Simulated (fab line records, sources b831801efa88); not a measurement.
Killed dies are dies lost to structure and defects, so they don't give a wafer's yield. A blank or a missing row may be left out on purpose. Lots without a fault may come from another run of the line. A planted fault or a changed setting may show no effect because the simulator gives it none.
Which tool did it? | flow sfq_line | 14 lots, 42 wafers sampled, at 4 steps of a route of 325

WHAT THE GAUGES READ, wafer by wafer
The record holds no reading of a measuring or inspecting step that can be judged against a usual standard deviation.

WHICH TOOL RAN EACH LOT (tool, then ch and the chambers of the sampled wafers, then the start)
lot  | SFQ_TRILAYER_M2_ETCH_METAL_ETCH_060 | SFQ_TRILAYER_JJ_CE_STRIP_STRIP_120 | SFQ_TRILAYER_M6_STRIP_STRIP_163   | SFQ_TRILAYER_I7_CMP_CMP_184
L924 | rie_metal-03 ch 1, day 32 03:54     | rie_metal-01 ch 0,1, day 55 15:10  | rie_metal-04 ch 0,1, day 67 15:10 | cmp-01 ch 0,1,3, day 72 20:47
L926 | rie_metal-02 ch 0,1, day 32 08:36   | rie_metal-04 ch 0, day 56 02:01    | rie_metal-02 ch 0,1, day 70 16:29 | cmp-02 ch 1,3, day 75 22:02
L928 | rie_metal-02 ch 0,1, day 32 12:14   | rie_metal-04 ch 0,1, day 56 06:58  | rie_metal-04 ch 0,1, day 73 17:43 | cmp-02 ch 0,1,3, day 77 23:16
L929 | rie_metal-03 ch 1, day 32 14:40     | rie_metal-03 ch 0,1, day 56 13:58  | rie_metal-02 ch 0,1, day 80 02:29 | cmp-01 ch 1,2,3, day 84 15:47
L930 | rie_metal-04 ch 0,1, day 32 15:50   | rie_metal-03 ch 0,1, day 56 15:25  | rie_metal-02 ch 0,1, day 80 05:05 | cmp-02 ch 1,2,3, day 84 21:38
L931 | rie_metal-03 ch 1, day 32 18:18     | rie_metal-03 ch 0,1, day 56 17:34  | rie_metal-04 ch 1, day 80 07:17   | cmp-01 ch 0,1,2, day 85 01:17
L932 | rie_metal-04 ch 0, day 32 20:36     | rie_metal-01 ch 0,1, day 57 00:46  | rie_metal-04 ch 0, day 80 16:53   | cmp-02 ch 0,2, day 85 08:38
L934 | rie_metal-04 ch 0,1, day 33 03:58   | rie_metal-04 ch 0,1, day 57 10:46  | rie_metal-02 ch 0,1, day 81 07:19 | cmp-01 ch 0,2,3, day 85 18:17
L935 | rie_metal-03 ch 0,1, day 33 06:35   | rie_metal-04 ch 0,1, day 62 13:38  | rie_metal-04 ch 0,1, day 81 10:43 | cmp-02 ch 0,3, day 85 20:08
L936 | rie_metal-04 ch 0,1, day 33 07:47   | rie_metal-04 ch 0,1, day 62 17:14  | rie_metal-01 ch 0,1, day 81 14:19 | cmp-02 ch 2,3, day 85 23:08
L941 | rie_metal-04 ch 0,1, day 33 14:59   | rie_metal-03 ch 0,1, day 63 10:02  | rie_metal-04 ch 1, day 82 09:42   | cmp-02 ch 0,1,3, day 86 23:08
L943 | rie_metal-03 ch 0,1, day 33 18:00   | rie_metal-03 ch 0,1, day 68 09:40  | rie_metal-04 ch 1, day 82 15:30   | cmp-01 ch 0,1, day 87 07:08
L946 | rie_metal-02 ch 0,1, day 40 16:28   | rie_metal-04 ch 0,1, day 69 04:00  | rie_metal-01 ch 1, day 83 23:14   | cmp-01 ch 1,3, day 88 16:39
L947 | rie_metal-03 ch 0,1, day 41 16:26   | rie_metal-01 ch 1, day 69 07:24    | rie_metal-04 ch 0,1, day 83 23:51 | cmp-01 ch 0,2, day 88 20:09
- SFQ_TRILAYER_M2_ETCH_METAL_ETCH_060: etches Nb in Cl2/Ar, stops on SiO2, target depth 240 nm, time 120 s.
- SFQ_TRILAYER_JJ_CE_STRIP_STRIP_120: strips in O2.
- SFQ_TRILAYER_M6_STRIP_STRIP_163: strips in O2.
- SFQ_TRILAYER_I7_CMP_CMP_184: polishes SiO2.

WHAT THE TOOLS THEMSELVES READ (means of the sampled wafers that have a number; where no wafer has one, the mark that the record gives instead)
SFQ_TRILAYER_M2_ETCH_METAL_ETCH_060. Usual: drypump_motor_current_A 5.7 A, standard deviation 0.42; oes_product_au 0.897 a.u., standard deviation 0.0066.
lot  | tool         | drypump_motor_current_A (A) | oes_product_au (a.u.) | flag
L924 | rie_metal-03 | 5.3                         | 0.899                 |
L926 | rie_metal-02 | 5.7                         | 0.899                 |
L928 | rie_metal-02 | 5.7                         | 0.893                 |
L929 | rie_metal-03 | 5.3                         | 0.897                 |
L930 | rie_metal-04 | 6.1                         | 0.901                 |
L931 | rie_metal-03 | 5.3                         | 0.891                 |
L932 | rie_metal-04 | 6.2                         | 0.900                 |
L934 | rie_metal-04 | 6.1                         | 0.908                 |
L935 | rie_metal-03 | 5.4                         | 0.903                 |
L936 | rie_metal-04 | 6.1                         | 0.897                 |
L941 | rie_metal-04 | 6.1                         | 0.896                 |
L943 | rie_metal-03 | 5.3                         | 0.898                 |
L946 | rie_metal-02 | 5.7                         | 0.886                 |
L947 | rie_metal-03 | 5.3                         | 0.900                 |

SFQ_TRILAYER_JJ_CE_STRIP_STRIP_120. Usual: drypump_motor_current_A 5.7 A, standard deviation 0.37; oes_product_au 1.004 a.u., standard deviation 0.0088.
lot  | tool         | drypump_motor_current_A (A) | oes_product_au (a.u.) | flag
L924 | rie_metal-01 | 5.8                         | 0.996                 |
L926 | rie_metal-04 | 6.2                         | 1.009                 |
L928 | rie_metal-04 | 6.2                         | 1.000                 |
L929 | rie_metal-03 | 5.4                         | 0.992                 |
L930 | rie_metal-03 | 5.4                         | 1.005                 |
L931 | rie_metal-03 | 5.4                         | 0.999                 |
L932 | rie_metal-01 | 5.5                         | 1.015                 |
L934 | rie_metal-04 | 6.1                         | 1.012                 |
L935 | rie_metal-04 | 6.2                         | 1.009                 |
L936 | rie_metal-04 | 6.1                         | 0.998                 |
L941 | rie_metal-03 | 5.3                         | 0.997                 |
L943 | rie_metal-03 | 5.3                         | 0.999                 |
L946 | rie_metal-04 | 6.1                         | 1.015                 |
L947 | rie_metal-01 | 5.5                         | 1.011                 |

SFQ_TRILAYER_M6_STRIP_STRIP_163. Usual: drypump_motor_current_A 5.9 A, standard deviation 0.32; oes_product_au 1.006 a.u., standard deviation 0.008.
lot  | tool         | drypump_motor_current_A (A) | oes_product_au (a.u.) | flag
L924 | rie_metal-04 | 6.1                         | 1.015                 |
L926 | rie_metal-02 | 5.7                         | 1.007                 |
L928 | rie_metal-04 | 6.1                         | 1.006                 |
L929 | rie_metal-02 | 5.7                         | 1.007                 |
L930 | rie_metal-02 | 5.7                         | 1.001                 |
L931 | rie_metal-04 | 6.0                         | 1.011                 |
L932 | rie_metal-04 | 6.2                         | 1.005                 |
L934 | rie_metal-02 | 5.9                         | 0.996                 |
L935 | rie_metal-04 | 6.1                         | 1.007                 |
L936 | rie_metal-01 | 5.8                         | 0.999                 |
L941 | rie_metal-04 | 6.0                         | 1.012                 |
L943 | rie_metal-04 | 6.1                         | 1.010                 |
L946 | rie_metal-01 | 5.4                         | 1.004                 |
L947 | rie_metal-04 | 6.1                         | 1.006                 |

SFQ_TRILAYER_I7_CMP_CMP_184. Usual: edge_zone_pressure_frac 1.000, standard deviation 0.0052; motor_current_A 10.0 A, standard deviation 0.98; time_to_endpoint_s 216 s, standard deviation 8.9.
lot  | tool   | edge_zone_pressure_frac | motor_current_A (A) | time_to_endpoint_s (s) | flag
L924 | cmp-01 | 1.001                   | 10.2                | 221                    |
L926 | cmp-02 | 0.993                   | 10.5                | 212                    |
L928 | cmp-02 | 1.001                   | 9.9                 | 214                    |
L929 | cmp-01 | 1.002                   | 10.3                | 210                    |
L930 | cmp-02 | 1.005                   | 9.9                 | 227                    |
L931 | cmp-01 | 1.002                   | 10.5                | 212                    |
L932 | cmp-02 | 0.992                   | 9.1                 | 236                    |
L934 | cmp-01 | 1.000                   | 10.0                | 204                    |
L935 | cmp-02 | 1.005                   | 10.3                | 155                    | OFF
L936 | cmp-02 | 1.002                   | 9.5                 | 184                    | OFF
L941 | cmp-02 | 0.998                   | 10.4                | 225                    |
L943 | cmp-01 | 0.999                   | 10.8                | 218                    |
L946 | cmp-01 | 1.000                   | 10.4                | 225                    |
L947 | cmp-01 | 1.000                   | 10.3                | 204                    |

THE ANSWER, worked out from the rows above alone
Rule: a lot is off if the mean of its wafers that have a number lies more than 3 standard deviations from the usual mean. A lot without any number at a reading at which 4 lots or more have one is off too. The other lots that the step has rows for count as sound. The gauges are gone through in route order, then the tools' own readings, and for those a lot's mean is taken as printed above. The first step at which some lot is off is used, and at that step the reading that is off furthest; a lot without a number counts as furthest.
Off: L935, L936, at SFQ_TRILAYER_I7_CMP_CMP_184 (time_to_endpoint_s).
A tool fits if, at that step or a process step before it, it ran every lot that is off, and no sound lot after the first of them. None of those tried fits.

WHAT THE SIMULATOR HAD PUT IN
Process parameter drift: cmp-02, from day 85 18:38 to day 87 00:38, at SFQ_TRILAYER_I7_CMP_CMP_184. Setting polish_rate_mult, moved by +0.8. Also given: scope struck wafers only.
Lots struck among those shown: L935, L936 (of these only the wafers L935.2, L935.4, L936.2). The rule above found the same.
